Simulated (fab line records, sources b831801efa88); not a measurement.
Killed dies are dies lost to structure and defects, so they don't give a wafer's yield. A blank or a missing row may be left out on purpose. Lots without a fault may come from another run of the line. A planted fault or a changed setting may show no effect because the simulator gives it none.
Which tool did it? | flow sky130 | 12 lots, 36 wafers sampled, at 2 steps of a route of 708

WHAT THE GAUGES READ, wafer by wafer
SKY_VT_ADJUST_PCH_OVL_MEAS_07.
lot  | measured     | on         | VT_ADJUST_PCH_OVL (nm)
L136 | day 10 19:44 | overlay-02 | -0.9 -0.2 -0.2
L137 | day 10 20:26 | overlay-01 | 1.5 1.1 0.7
L138 | day 11 01:46 | overlay-02 | 1.5 -0.8 0.2
L139 | day 11 06:43 | overlay-01 | -0.1 -1.8 -0.3
L140 | day 11 13:01 | overlay-01 | -0.4 -1.2 0.5
L141 | day 12 04:26 | overlay-02 | -1.9 0.0 -1.4
L142 | day 12 13:38 | overlay-02 | -2.5 -2.4 -1.8
L151 | day 15 04:13 | overlay-01 | -0.4 1.1 -1.1
L153 | day 15 14:20 | overlay-01 | -1.6 1.5 0.5
L155 | day 16 06:55 | overlay-02 | -1.7 0.4 1.4
L157 | day 16 20:09 | overlay-01 | 3.2 2.5 3.9
L158 | day 17 04:34 | overlay-01 | -2.5 -0.8 -1.7

SKY_SONOS_ONO_OVL_MEAS_14.
lot  | measured     | on         | SONOS_ONO_OVL (nm)
L136 | day 12 23:50 | overlay-01 | -2.1 -2.3 -0.1
L137 | day 13 03:12 | overlay-01 | 0.8 1.2 0.3
L138 | day 13 09:11 | overlay-01 | -1.4 -0.9 -1.8
L139 | day 13 13:20 | overlay-01 | -2.2 -2.8 -2.2
L140 | day 13 18:28 | overlay-01 | 0.2 -0.1 -0.2
L141 | day 14 17:17 | overlay-01 | -0.4 -1.0 -0.5
L142 | day 15 03:39 | overlay-02 | -1.4 -1.6 -1.6
L151 | day 17 22:38 | overlay-01 | -2.5 -2.5 -1.4
L153 | day 18 06:01 | overlay-01 | 0.6 1.3 1.1
L155 | day 18 23:17 | overlay-01 | -0.3 1.0 -0.3
L157 | day 19 12:02 | overlay-02 | -2.0 -1.7 -2.1
L158 | day 19 21:35 | overlay-01 | 0.6 -0.7 -1.7

WHICH TOOL RAN EACH LOT (tool, then ch and the chambers of the sampled wafers, then the start)
The record holds no process step before these readings.

WHAT THE TOOLS THEMSELVES READ (means of the sampled wafers that have a number; where no wafer has one, the mark that the record gives instead)
The record holds no such reading with a usual standard deviation.

THE ANSWER, worked out from the rows above alone
Rule: what is usual is taken from the lots themselves. Put in order of their means at a reading, lots are off if they are a third of the lots or fewer, leave a main group of 4 or more, and stand apart from it by a gap of 3 or more times the standard deviation of the main group's means; of several such gaps the widest counts. A main group whose means are all the same, to the digits that the tables above print for the reading, isn't used. A lot without any number at a reading at which 4 lots or more have one is off too. The other lots that the step has rows for count as sound. The gauges are gone through in route order, then the tools' own readings, and for those a lot's mean is taken as printed above. The first step at which some lot is off is used, and at that step the reading that is off furthest; a lot without a number counts as furthest.
No lot is off at any reading shown: from this, nothing can be told.

WHAT THE SIMULATOR HAD PUT IN
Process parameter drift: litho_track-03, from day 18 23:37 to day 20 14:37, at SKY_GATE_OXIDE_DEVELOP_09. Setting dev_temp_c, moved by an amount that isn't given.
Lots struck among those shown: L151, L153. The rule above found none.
